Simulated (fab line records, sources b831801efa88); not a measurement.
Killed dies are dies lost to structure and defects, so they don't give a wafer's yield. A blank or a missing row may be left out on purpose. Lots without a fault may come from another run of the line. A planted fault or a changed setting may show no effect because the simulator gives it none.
fab line records | flow sky130
record lots=7 wafers=19 last_day=51
route steps=708 shown METAL2@504 VIA2@507 PAD_OPEN@708
lots that met no fault: from a run of the same line without faults
start_h: hours from the record's first day to the start of the lot's first wafer shown | wait_h: hours since the lot's step before | " the same as in the row above | L1.1+2: a row that stands for several wafers | - no value, or no start given | * or withheld: withheld | < > ~ a bound
route shown NAME@n: a module of which the file shows steps, and the number in the route of the first | usual: mean/standard deviation of fault-free wafers | same: alike in all rows | chamber/n: place in a boat | sites: the reading at each site | _std_site: their standard deviation | _edge_site: outer sites' mean less inner sites' | radius_mm: how far each site lies from the wafer's centre | mask NAME#n: copy n | behind: the tool/chamber that last shaped the wafer | hold: why the lot was held/for how many hours/how that ended | device: the transistor (n, p or np) that didn't switch | end of line: the same wafers' tests at the end of the route | a step without rows: its recipe alone | killed: dies lost to structure and defects at the first sort, not the wafer's yield | map: a wafer's dies, x killed, . not, _ none there
set.NAME: the setting as run; set.NAME@STEP: as run at that earlier step | model.NAME: the simulator's own value behind a step, which no gauge read
lots at some steps of the route; a table a step, a row a wafer
services: from which hour (start_h, from the record's first day; less than 0 if before it) a tool's chamber was out of use, for how many hours, and why
## steps
# step SKY_METAL2_STRIP_21
# recipe chemistry=post_etch_residue_remover time_s=1200 temp_c=72.5
# step SKY_METAL2_CLEAN_22
# recipe chemistry=IPA time_s=180 temp_c=25
# step SKY_METAL2_CLEAN_23
# recipe chemistry=O3/DIW dry=n2_spin
# step SKY_VIA2_HDPCVD_00
# recipe material=SiO2 target_thk_nm=1180 sigma_open_frac=0.3 time_s=196.7 temp_c=400 sih4_flow_sccm=60 pressure_mtorr=6
# step SKY_VIA2_THK_MEAS_01
# recipe reads=SiO2_of_VIA2_HDPCVD_00
# usual VIA2_HDPCVD_THK=1180/12
# columns lot.wafer tool chamber start_h wait_h VIA2_HDPCVD_THK[nm]
L430.1 film_metro-02 - 831.23 0.1 1185
L430.5 " - " " 1178
L430.6 " - " " 1169
L440.3 film_metro-02 - 914.80 0.1 1170
L440.4 " - " " 1178
L441.2 film_metro-02 - 924.94 0.1 1186
L441.3 " - " " 1179
L441.6 " - " " 1182
L442.3 film_metro-01 - 926.84 0.1 1187
L442.4 " - " " 1183
L449.3 film_metro-04 - 987.25 0.1 1179
L449.4 " - " " 1180
L449.5 " - " " 1196
L451.2 film_metro-01 - 997.44 0.1 1170
L451.4 " - " " 1178
L451.5 " - " " 1169
L452.1 film_metro-01 - 1005.17 0.1 1169
L452.2 " - " " 1189
L452.3 " - " " 1182
# step SKY_VIA2_CMP_02
# recipe material=SiO2 down_force_psi=4 platen_rpm=60 pad_velocity_m_s=0.94248
# usual head_pressure_psi=4.000/0.0083 motor_current_A=12.1/1.8
# columns lot.wafer tool chamber start_h wait_h head_pressure_psi motor_current_A
L430.1 cmp-02 0 831.34 0.1 3.999 12.5
L430.6 " 3 " " 3.986 11.1
L430.5 " 0 " " 4.001 12.6
L440.4 cmp-01 3 914.89 0.1 3.989 15.0
L440.3 " 0 " " 4.001 13.3
L441.2 cmp-01 0 924.99 0.0 4.008 14.1
L441.3 " 2 " " 4.011 10.8
L441.6 " 1 " " 4.002 11.6
L442.3 cmp-01 0 926.98 0.1 4.017 13.3
L442.4 " 1 " " 4.008 11.2
L449.4 cmp-01 0 987.29 0.0 3.996 14.4
L449.3 " 1 " " 4.013 11.4
L449.5 " 1 " " 3.998 11.2
L451.2 cmp-01 0 997.49 0.0 3.992 12.9
L451.4 " 3 " " 4.009 15.9
L451.5 " 1 " " 3.995 12.2
L452.3 cmp-01 2 1005.28 0.1 3.991 11.2
L452.2 " 3 " " 4.005 15.9
L452.1 " 0 " " 3.990 13.7
# step SKY_VIA2_BOW_MEAS_03
# recipe mode=bow
# usual VIA2_BOW=87/7.4
# columns lot.wafer tool chamber start_h wait_h VIA2_BOW[um]
L430.1 film_metro-01 - 831.59 0.2 83
L430.5 " - " " 78
L430.6 " - " " 83
L440.3 film_metro-01 - 915.18 0.2 86
L440.4 " - " " 91
L441.2 film_metro-02 - 925.31 0.3 78
L441.3 " - " " 81
L441.6 " - " " 67
L442.3 film_metro-02 - 927.22 0.2 77
L442.4 " - " " 74
L449.3 film_metro-01 - 987.63 0.2 86
L449.4 " - " " 90
L449.5 " - " " 95
L451.2 film_metro-01 - 997.81 0.3 90
L451.4 " - " " 79
L451.5 " - " " 88
L452.1 film_metro-04 - 1005.53 0.1 98
L452.2 " - " " 98
L452.3 " - " " 90
# step SKY_VIA2_DEHYDRATE_04
# recipe temp_c=200 time_s=60
# step SKY_VIA2_HMDS_05
# recipe prime_time_s=60 prime_temp_c=120
# step SKY_VIA2_COAT_06
# recipe resist=BARC temp_c=withheld time_s=withheld spin_rpm=3000 resist_thk_nm=60
# step SKY_VIA2_COAT_07
# recipe resist=KrF-thick spin_rpm=3000 resist_thk_nm=450
# step SKY_VIA2_SOFTBAKE_08
# recipe temp_c=100 time_s=90 resist=KrF-thick
# step SKY_VIA2_EXPOSE_09
# recipe mask_id=VIM2 na=0.8 source_shape=annular sigma_inner=0.55 sigma_outer=0.85 target_cd_nm=200 dose_mj=38
# usual focus_offset_nm=-0.1/0.59
# same sigma_inner=0.55
# columns lot.wafer tool chamber start_h wait_h mask focus_offset_nm
L430.1 krf_scanner-01 0 845.34 - VIM2#0 1.1
L430.5 " 0 " " VIM2#0 0.7
L430.6 " 0 " " VIM2#0 -0.3
L440.3 krf_scanner-02 0 928.67 - VIM2#0 0.3
L440.4 " 0 " " VIM2#0 -0.3
L441.2 krf_scanner-02 0 937.99 - VIM2#0 0.6
L441.3 " 0 " " VIM2#0 0.9
L441.6 " 0 " " VIM2#0 0.7
L442.3 krf_scanner-02 0 939.76 - VIM2#0 -1.1
L442.4 " 0 " " VIM2#0 -1.1
L449.3 krf_scanner-01 0 999.48 - VIM2#0 0.6
L449.4 " 0 " " VIM2#0 -0.1
L449.5 " 0 " " VIM2#0 0.8
L451.2 krf_scanner-02 0 1010.21 - VIM2#0 -0.1
L451.4 " 0 " " VIM2#0 -0.5
L451.5 " 0 " " VIM2#0 -0.5
L452.1 krf_scanner-02 0 1016.91 - VIM2#0 0.3
L452.2 " 0 " " VIM2#0 -0.7
L452.3 " 0 " " VIM2#0 0.2
# step SKY_VIA2_PEB_10
# recipe peb_temp_c=withheld peb_time_s=withheld resist=KrF-thick
# step SKY_VIA2_DEVELOP_11
# recipe develop_time_s=60 resist=KrF-thick dev_temp_c=21
# step SKY_VIA2_CD_MEAS_12
# recipe target_cd_nm=200
# usual cd_nm=199.7/1.8
# columns lot.wafer tool chamber start_h wait_h cd_nm
L430.1 cd_sem-01 - 858.42 - 195.7
L430.5 " - " " 196.5
L430.6 " - " " 195.7
L440.3 cd_sem-01 - 940.35 - 188.0
L440.4 " - " " 188.1
L441.2 cd_sem-01 - 950.44 - 201.1
L441.3 " - " " 186.3
L441.6 " - " " 202.1
L442.3 cd_sem-01 - 952.10 - 188.3
L442.4 " - " " 186.9
L449.3 cd_sem-02 - 1011.40 - 198.6
L449.4 " - " " 198.6
L449.5 " - " " 199.1
L451.2 cd_sem-02 - 1020.99 - 200.8
L451.4 " - " " 201.9
L451.5 " - " " 201.2
L452.1 cd_sem-02 - 1027.92 - 197.2
L452.2 " - " " 199.2
L452.3 " - " " 197.7
# step SKY_VIA2_OVL_MEAS_13
# usual VIA2_OVL=-2/6.5
# columns lot.wafer tool chamber start_h wait_h VIA2_OVL[nm]
L430.1 overlay-01 - 858.54 0.1 7
L430.5 " - " " -3
L430.6 " - " " -3
L440.3 overlay-01 - 940.44 0.1 -8
L440.4 " - " " -6
L441.2 overlay-01 - 950.55 0.1 0
L441.3 " - " " -9
L441.6 " - " " 0
L442.3 overlay-02 - 952.19 0.1 -10
L442.4 " - " " -10
L449.3 overlay-01 - 1011.49 0.1 10
L449.4 " - " " 3
L449.5 " - " " 3
L451.2 overlay-01 - 1021.10 0.1 -3
L451.4 " - " " -9
L451.5 " - " " -2
L452.1 overlay-01 - 1028.04 0.1 -4
L452.2 " - " " -10
L452.3 " - " " -1
# step SKY_VIA2_ETCH_14
# recipe chemistry=N2/H2 target=BARC ion_energy_ev=200 source_w=500 bias_w=100 pressure_mtorr=30 n2_flow_sccm=100 h2_flow_sccm=200 stop_on=SiO2 time_s=45.9 target_depth_a=600
# usual drypump_motor_current_A=5.5/0.39 h2_flow_sccm=200.0/0.55 oes_product_au=0.855/0.005 throttle_valve_pct=13.226/0.0096
# columns lot.wafer tool chamber start_h wait_h drypump_motor_current_A h2_flow_sccm oes_product_au rf_hours_counter_h throttle_valve_pct model.VIA2.cd_nm
L430.1 rie_diel-01 2 858.58 0.0 5.8 200.4 0.861 18 13.219 195.9
L430.5 " 0 " " 5.6 199.9 0.857 - 13.221 196
L430.6 " 3 " " 5.4 200.1 0.854 - 13.234 195.4
L440.3 rie_diel-04 3 940.47 0.0 5.3 199.5 0.854 8 13.216 187.1
L440.4 " 0 " " 5.7 199.9 0.843 5 13.210 188.5
L441.2 rie_diel-04 1 950.58 0.0 4.9 199.6 0.852 11 13.226 201.8
L441.3 " 2 " " 5.4 200.3 0.858 18 13.212 185.9
L441.6 " 3 " " 5.3 200.0 0.850 - 13.220 202
L442.3 rie_diel-02 0 952.22 0.0 6.2 199.7 0.863 14 13.212 188.5
L442.4 " 1 " " 5.6 199.5 0.869 23 13.223 187.4
L449.3 rie_diel-02 2 1011.52 0.0 5.7 200.3 0.854 30 13.229 199.1
L449.4 " 0 " " 6.2 200.2 0.857 16 13.230 198
L449.5 " 0 " " 6.2 199.7 0.853 - 13.223 198.7
L451.2 rie_diel-01 2 1021.13 0.0 5.9 200.3 0.854 24 13.244 200.9
L451.4 " 3 " " 5.4 199.3 0.854 19 13.228 200.9
L451.5 " 0 " " 5.6 200.0 0.857 - 13.214 202
L452.1 rie_diel-04 0 1028.08 0.0 5.8 200.1 0.865 7 13.228 197.3
L452.2 " 2 " " 5.4 199.9 0.849 21 13.215 199.5
L452.3 " 3 " " 5.3 200.2 0.858 10 13.225 197.4
# step SKY_VIA2_ETCH_15
# recipe target=SiO2 chemistry=C4F8/O2/Ar target_depth_nm=546 stop_on=TiN mask_material=KrF-thick source_w=1500 bias_w=1200 pressure_mtorr=40 c4f8_flow_sccm=withheld O2_flow_sccm=6 Ar_flow_sccm=300 time_s=84
# usual oes_product_au=0.939/0.0048
# columns lot.wafer tool chamber start_h wait_h oes_product_au rf_hours_counter_h model.VIA2.cd_nm
L430.1 rie_diel-01 2 858.62 0.0 0.934 18 199.6
L430.5 " 0 " " 0.931 - 198.9
L430.6 " 3 " " 0.950 - 200.1
L440.3 rie_diel-04 3 940.51 0.0 0.935 8 182.4
L440.4 " 0 " " 0.938 5 186.2
L441.2 rie_diel-04 1 950.62 0.0 0.940 11 202.7
L441.3 " 2 " " 0.941 18 187.4
L441.6 " 3 " " 0.946 - 197.5
L442.3 rie_diel-02 0 952.26 0.0 0.942 14 191.6
L442.4 " 1 " " 0.935 23 189.9
L449.3 rie_diel-02 2 1011.56 0.0 0.940 30 197.9
L449.4 " 0 " " 0.936 16 199.2
L449.5 " 0 " " 0.937 - 199.1
L451.2 rie_diel-01 2 1021.17 0.0 0.945 24 202
L451.4 " 3 " " 0.942 19 203
L451.5 " 0 " " 0.935 - 202.7
L452.1 rie_diel-04 0 1028.12 0.0 0.939 7 198.6
L452.2 " 2 " " 0.942 21 200.2
L452.3 " 3 " " 0.946 10 192.2
# step SKY_VIA2_STRIP_16
# recipe chemistry=O2/N2 power_w=1400 pressure_mtorr=1500 platen_temp_c=withheld o2_flow_sccm=3000 n2_flow_sccm=300 overash_fraction=0.5
# usual drypump_motor_current_A=5.19/0.17 oes_product_au=0.398/0.0041 strip_time_to_endpoint_s=4.043/0.028
# columns lot.wafer tool chamber start_h wait_h drypump_motor_current_A oes_product_au rf_hours_counter_h strip_time_to_endpoint_s
L430.1 plasma_asher-03 1 858.68 0.0 5.19 0.397 40 4.007
L430.5 " 1 " " 5.19 0.401 - 4.048
L430.6 " 0 " " 5.42 0.396 - 4.076
L440.3 plasma_asher-02 0 940.60 0.1 5.05 0.399 - 4.023
L440.4 " 1 " " 5.40 0.393 - 4.043
L441.2 plasma_asher-02 0 950.68 0.0 5.10 0.398 111 4.038
L441.3 " 0 " " 5.09 0.402 - 4.034
L441.6 " 0 " " 5.12 0.400 - 4.055
L442.3 plasma_asher-03 1 952.36 0.1 5.18 0.403 - 4.017
L442.4 " 0 " " 5.41 0.401 - 4.018
L449.3 plasma_asher-03 1 1011.66 0.1 5.18 0.401 - 4.063
L449.4 " 0 " " 5.36 0.402 - 4.014
L449.5 " 0 " " 5.38 0.394 - 4.012
L451.2 plasma_asher-02 1 1021.23 0.0 5.41 0.394 118 3.994
L451.4 " 0 " " 5.06 0.399 - 4.079
L451.5 " 1 " " 5.38 0.396 - 4.040
L452.1 plasma_asher-04 1 1028.18 0.0 5.19 0.401 29 4.053
L452.2 " 0 " " 4.93 0.398 29 4.071
L452.3 " 1 " " 5.22 0.408 - 4.055
# step SKY_PAD_OPEN_PROBE_99
# usual defect_limited_yield=82.3/1.8 killed_at_M0_to_M3=43/6 killed_at_M4_up=3.2/1.9 killed_at_contacts=25/5.4 killed_at_front_end=15/4.5 killed_at_other=0.3/0.59 killed_dies=87/8.7 killed_open=47/6.7 killed_short=39/5.7 sort_bin_3_pad_short=0.9/0.43 sort_bin_5_function=10.4/1.4 sort_bin_6_memory=6.4/1.2 sort_n_pass=405/8.7 sort_yield_pct=82.3/1.8
# same gross_dies=492 killed_at_back_side=0 sort_bin_4_leakage[%]=0 sort_bin_8_speed[%]=0
# columns lot.wafer tool chamber start_h wait_h defect_limited_yield[%] killed_at_M0_to_M3 killed_at_M4_up killed_at_contacts killed_at_front_end killed_at_other killed_dies killed_open killed_short sort_bin_3_pad_short[%] sort_bin_5_function[%] sort_bin_6_memory[%] sort_n_pass sort_yield_pct[%] model.etest.via2_chain.rc_ohm
L430.1 prober-02 - 1086.74 0.1 81.7 43 7 23 16 1 90 53 37 0.8 11.2 6.3 402 81.7 9.885
L430.5 prober-02 - 1086.94 0.2 81.1 43 4 28 18 0 93 49 44 0.6 11.2 7.1 399 81.1 10.15
L430.6 prober-02 - 1086.99 0.2 85.2 34 1 26 10 2 73 48 25 0.4 8.3 6.1 419 85.2 10.15
L440.3 prober-02 - 1160.09 0.2 81.3 48 4 22 17 1 92 52 39 0.4 10.6 7.7 400 81.3 12.54
L440.4 prober-02 - 1160.14 0.2 82.5 40 4 29 12 1 86 52 33 1.4 10.2 5.9 406 82.5 11.43
L441.2 prober-01 - 1160.78 0.1 80.9 48 5 24 17 0 94 59 35 1.2 9.1 8.7 398 80.9 9.773
L441.3 prober-01 - 1160.83 0.2 84.1 39 4 25 10 0 78 36 41 0.4 9.3 6.1 414 84.1 11.52
L441.6 prober-01 - 1160.98 0.2 82.9 51 3 21 9 0 84 44 40 1.6 11.8 3.7 408 82.9 10.1
L442.3 prober-02 - 1161.59 0.2 80.7 39 4 28 24 0 95 51 44 0.8 12.0 6.5 397 80.7 11.32
L442.4 prober-02 - 1161.64 0.2 82.3 47 6 19 15 0 87 44 43 0.8 10.4 6.5 405 82.3 10.94
L449.3 prober-01 - 1208.69 0.2 83.9 40 2 29 8 0 79 52 27 1.0 9.6 5.5 413 83.9 10.48
L449.4 prober-01 - 1208.74 0.2 82.5 40 1 31 14 0 86 54 32 0.8 9.6 7.1 406 82.5 10.32
L449.5 prober-01 - 1208.79 0.2 78.9 52 1 36 14 1 104 50 54 1.6 11.4 8.1 388 78.9 9.898
# killed by level:class
L430.1 VIA1:geometric_particle:open=17 LI_CONTACT:geometric_particle:open=10 CONTACT:geometric_particle:open=7 METAL4:geometric_particle:short=6 METAL2:geometric_particle:short=6 POLY_GATE:geometric_particle:open=5 LI_CONTACT:geometric_particle:short=5 METAL1:geometric_particle:short=5
L430.5 LI_CONTACT:geometric_particle:open=11 VIA2:geometric_particle:open=9 CONTACT:geometric_particle:open=8 VIA1:geometric_particle:open=8 FIELD_ISO:geometric_particle:short=7 METAL1:geometric_particle:short=5 POLY_GATE:geometric_particle:short=4 LOCAL_INTERCONNECT:geometric_particle:short=4
L430.6 VIA1:geometric_particle:open=11 CONTACT:geometric_particle:open=9 LI_CONTACT:geometric_particle:open=8 VIA2:geometric_particle:short=5 VIA3:geometric_particle:open=5 LI_CONTACT:geometric_particle:short=4 VIA2:geometric_particle:open=4 FIELD_ISO:geometric_particle:open=3
L440.3 VIA1:geometric_particle:open=11 CONTACT:geometric_particle:open=10 VIA3:geometric_particle:open=7 VIA2:geometric_particle:open=6 LI_CONTACT:geometric_particle:open=6 FIELD_ISO:geometric_particle:short=5 METAL2:geometric_particle:short=5 METAL1:geometric_particle:short=4
L440.4 CONTACT:geometric_particle:open=11 VIA1:geometric_particle:open=10 VIA3:geometric_particle:open=9 LI_CONTACT:geometric_particle:open=7 VIA3:geometric_particle:short=6 CONTACT:geometric_particle:short=5 FIELD_ISO:geometric_particle:short=4 VIA2:geometric_particle:open=4
L441.2 VIA1:geometric_particle:open=13 METAL2:geometric_particle:short=12 LI_CONTACT:geometric_particle:open=11 CONTACT:geometric_particle:open=10 VIA3:geometric_particle:open=7 FIELD_ISO:geometric_particle:short=4 POLY_GATE:geometric_particle:short=4 METAL1:geometric_particle:short=4
L441.3 LI_CONTACT:geometric_particle:open=8 CONTACT:geometric_particle:open=7 METAL2:geometric_particle:short=7 VIA2:geometric_particle:open=6 METAL1:geometric_particle:short=5 FIELD_ISO:geometric_particle:short=4 LI_CONTACT:geometric_particle:short=4 CONTACT:geometric_particle:short=4
L441.6 VIA3:geometric_particle:open=10 VIA1:geometric_particle:short=9 LI_CONTACT:geometric_particle:open=8 METAL1:geometric_particle:short=7 VIA2:geometric_particle:open=7 VIA1:geometric_particle:open=7 CONTACT:geometric_particle:open=5 VIA3:geometric_particle:short=5
L442.3 VIA1:geometric_particle:open=11 CONTACT:geometric_particle:open=10 FIELD_ISO:geometric_particle:short=6 METAL3:geometric_particle:short=6 FIELD_ISO:geometric_particle:open=5 LI_CONTACT:geometric_particle:open=5 VIA2:geometric_particle:open=4 POLY_GATE:geometric_particle:open=4
L442.4 VIA1:geometric_particle:open=10 CONTACT:geometric_particle:open=8 VIA3:geometric_particle:open=8 VIA1:geometric_particle:short=6 FIELD_ISO:geometric_particle:short=5 CONTACT:geometric_particle:short=5 METAL4:geometric_particle:short=5 POLY_GATE:geometric_particle:open=4
L449.3 CONTACT:geometric_particle:open=13 VIA2:geometric_particle:open=8 LI_CONTACT:geometric_particle:open=8 VIA3:geometric_particle:open=7 VIA1:geometric_particle:open=6 VIA1:geometric_particle:short=5 CONTACT:geometric_particle:short=4 LOCAL_INTERCONNECT:geometric_particle:short=3
L449.4 CONTACT:geometric_particle:open=13 VIA1:geometric_particle:open=12 LI_CONTACT:geometric_particle:open=8 VIA1:geometric_particle:short=8 FIELD_ISO:geometric_particle:short=4 POLY_GATE:geometric_particle:open=4 LOCAL_INTERCONNECT:geometric_particle:short=4 VIA2:geometric_particle:open=4
L449.5 METAL2:geometric_particle:short=12 LI_CONTACT:geometric_particle:open=11 CONTACT:geometric_particle:open=11 VIA3:geometric_particle:open=8 VIA1:geometric_particle:open=7 LOCAL_INTERCONNECT:geometric_particle:short=6 METAL3:geometric_particle:short=5 CONTACT:geometric_particle:short=5
## services
# columns tool chamber start_h hours kind
cmp-01 - 809.20 3.0 repair
rie_diel-04 - 825.39 0.6 repair
rie_diel-04 1 829.96 9.1 repair
krf_scanner-02 - 833.74 0.8 pm
krf_scanner-02 - 836.14 0.8 pm
krf_scanner-02 - 844.14 1.3 pm
krf_scanner-02 - 862.43 1.0 pm
rie_diel-04 3 875.23 5.5 repair
rie_diel-02 0 882.10 8.4 repair
krf_scanner-02 - 888.61 4.4 pm
rie_diel-01 3 896.30 2.6 repair
krf_scanner-02 - 897.02 0.3 repair
krf_scanner-01 - 900.54 0.8 pm
plasma_asher-02 - 907.05 1.3 repair
krf_scanner-02 - 919.18 0.3 repair
rie_diel-04 1 967.04 4.1 repair
rie_diel-02 3 971.26 4.9 repair
rie_diel-04 - 971.53 2.8 pm
cmp-01 - 992.15 5.2 pm
krf_scanner-02 - 1004.94 0.8 pm
krf_scanner-02 - 1006.23 0.3 repair
krf_scanner-02 - 1020.04 1.3 pm
rie_diel-04 1 1024.82 17.9 repair
rie_diel-01 3 1025.70 4.2 repair
## key
first_sign step=SKY_VIA2_CD_MEAS_12 reading=cd_nm direction=down sigmas=7 usual=199.7 struck=187.5
effect none on later readings
model_effect step=SKY_VIA2_ETCH_14 value=VIA2.cd_nm without=200.8 struck=187.5
model_effect step=SKY_VIA2_ETCH_15 value=VIA2.cd_nm without=200.8 struck=187.5
model_effect step=SKY_PAD_OPEN_PROBE_99 value=etest.via2_chain.rc_ohm without=10.12 struck=11.55
met_at SKY_VIA2_EXPOSE_09
struck_wafers L440.3,L440.4,L441.3,L442.3,L442.4
fault kind=process_parameter_drift tool=krf_scanner-02 chamber=- onset_h=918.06 steps=SKY_VIA2_EXPOSE_09 channel=focus_nm offset=211.06 shape=step end_h=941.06 scope=struck_wafers_only
